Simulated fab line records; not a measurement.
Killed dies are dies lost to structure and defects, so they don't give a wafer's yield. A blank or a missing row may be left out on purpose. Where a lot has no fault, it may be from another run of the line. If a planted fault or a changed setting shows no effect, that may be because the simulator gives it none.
What tool caused it?	flow sfqLine	13 lots, 39 wafers sampled, at 3 steps of a route of 325

== WHAT EACH GAUGE READ, for each wafer ==
SFQ_L0_RS_MEAS_901: uses a four-point probe to measure.
lot	measured	on	L0_MONX_KI_RS (ohm/sq)
L744	day 1 12:35	filmMetro-02	43.3 43.5 43.8
L746	day 1 22:34	filmMetro-03	43.7 43.7 43.5
L747	day 2 03:35	filmMetro-03	42.9 44.0 43.7
L748	day 2 08:34	filmMetro-02	43.7 43.9 44.4
L750	day 2 19:24	filmMetro-01	44.0 43.5 44.1
L751	day 2 23:34	filmMetro-02	43.2 43.5 43.5
L752	day 3 04:35	filmMetro-01	43.8 44.1 43.9
L754	day 3 14:34	filmMetro-01	43.3 43.5 42.8
L755	day 3 19:37	filmMetro-02	43.3 43.5 42.7
L760	day 4 20:35	filmMetro-01	43.0 42.8 43.0
L762	day 5 06:34	filmMetro-03	43.3 23.6 43.2 43.1 23.6 43.2
L766	day 6 02:34	filmMetro-01	43.5 44.2 43.5
L767	day 6 07:36	filmMetro-03	43.4 42.9 43.3

SFQ_L0_THK_MEAS_902: measures by xrf.
lot	measured	on	L0_MONX_KI_THK (nm)
L744	day 1 12:41	filmMetro-02	39.8 39.3 39.4
L746	day 1 22:41	filmMetro-03	39.5 39.2 39.3
L747	day 2 03:41	filmMetro-03	39.6 39.0 39.0
L748	day 2 08:41	filmMetro-02	39.0 38.7 38.4
L750	day 2 19:31	filmMetro-01	38.7 39.0 38.5
L751	day 2 23:41	filmMetro-02	39.6 39.2 39.4
L752	day 3 04:41	filmMetro-01	39.0 38.8 38.6
L754	day 3 14:41	filmMetro-01	39.3 39.3 40.1
L755	day 3 19:43	filmMetro-02	39.5 39.5 40.1
L760	day 4 20:41	filmMetro-01	40.1 40.0 40.1
L762	day 5 12:13	filmMetro-03	39.8 72.5 39.6 39.7 72.7 39.9
L766	day 6 02:41	filmMetro-01	39.3 38.8 39.2
L767	day 6 07:42	filmMetro-03	39.6 40.1 39.4

== WHAT TOOL EACH LOT RAN ON (gives the tool, then ch and the chambers of the sampled wafers, and finally the start) ==
lot	SFQ_TRILAYER_L0_DEP_SPUTTER_003
L744	pvdSputter-05, day 1 12:29
L746	pvdSputter-05, day 1 22:29
L747	pvdSputter-06, day 2 03:29
L748	pvdSputter-04, day 2 08:29
L750	pvdSputter-06, day 2 19:18
L751	pvdSputter-05, day 2 23:29
L752	pvdSputter-04, day 3 04:29
L754	pvdSputter-06, day 3 14:29
L755	pvdSputter-06, day 3 19:29
L760	pvdSputter-04, day 4 20:29
L762	pvdSputter-04, day 5 06:29
L766	pvdSputter-06, day 6 02:29
L767	pvdSputter-05, day 6 07:29
- SFQ_TRILAYER_L0_DEP_SPUTTER_003: material MoNx KI, target thk 40 nm, time 100 s.

== WHAT THE TOOLS THEMSELVES READ (means of the sampled wafers that have a number; where no wafer has one, the mark that the record gives instead) ==
SFQ_TRILAYER_L0_DEP_SPUTTER_003.
lot	tool	chamberPressurePa (Pa)	throttleValvePct (%)
L744	pvdSputter-05	0.4009	29.2
L746	pvdSputter-05	0.4000	29.1
L747	pvdSputter-06	0.3995	29.7
L748	pvdSputter-04	0.4005	30.5
L750	pvdSputter-06	0.3997	29.7
L751	pvdSputter-05	0.3991	29.2
L752	pvdSputter-04	0.4002	30.7
L754	pvdSputter-06	0.4001	29.7
L755	pvdSputter-06	0.4011	29.3
L760	pvdSputter-04	0.4000	29.6
L762	pvdSputter-04	0.4006	30.1
L766	pvdSputter-06	0.3999	29.5
L767	pvdSputter-05	0.4006	29.1

== THE ANSWER, worked out from the rows above alone ==
Rule: the usual values come from the lots themselves. The widest of any qualifying gaps counts: lots, ordered by their means at a reading, are off when they make up no more than a third of the lots, leave a main group of 4 or more, and stand apart from it by 3 or more times the standard deviation of that group's means. Not used: any main group whose means are identical at the precision the tables above print for the reading. Also off: a lot with no number at a reading for which 4 or more lots have one. The other lots that the step has rows for count as sound. After the gauges, taken in route order, come the tools' own readings; for these a lot's mean is taken, as printed above. The first step at which some lot is off is used, and at that step the reading that is off furthest; a lot without a number counts as furthest.
Off: L762, at SFQ_L0_RS_MEAS_901 (L0_MONX_KI_RS). The main group has a mean of 43.5 ohm/sq with a standard deviation of 0.32.
If a tool, at a process step before that reading, ran all the lots that are off and no sound lot after the first of them, it fits. Those tools and the gauges at SFQ_L0_RS_MEAS_901 are tried in the same way. One fits: SFQ_TRILAYER_L0_DEP_SPUTTER_003 on pvdSputter-04. A fault onset in the window from L760 (day 4 20:29, its last sound lot) to L762 (day 5 06:29, its first lot off) fits.

== WHAT THE SIMULATOR PUT IN ==
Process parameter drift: pvdSputter-04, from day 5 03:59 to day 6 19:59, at SFQ_TRILAYER_L0_DEP_SPUTTER_003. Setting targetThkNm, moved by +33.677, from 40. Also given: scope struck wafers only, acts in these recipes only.
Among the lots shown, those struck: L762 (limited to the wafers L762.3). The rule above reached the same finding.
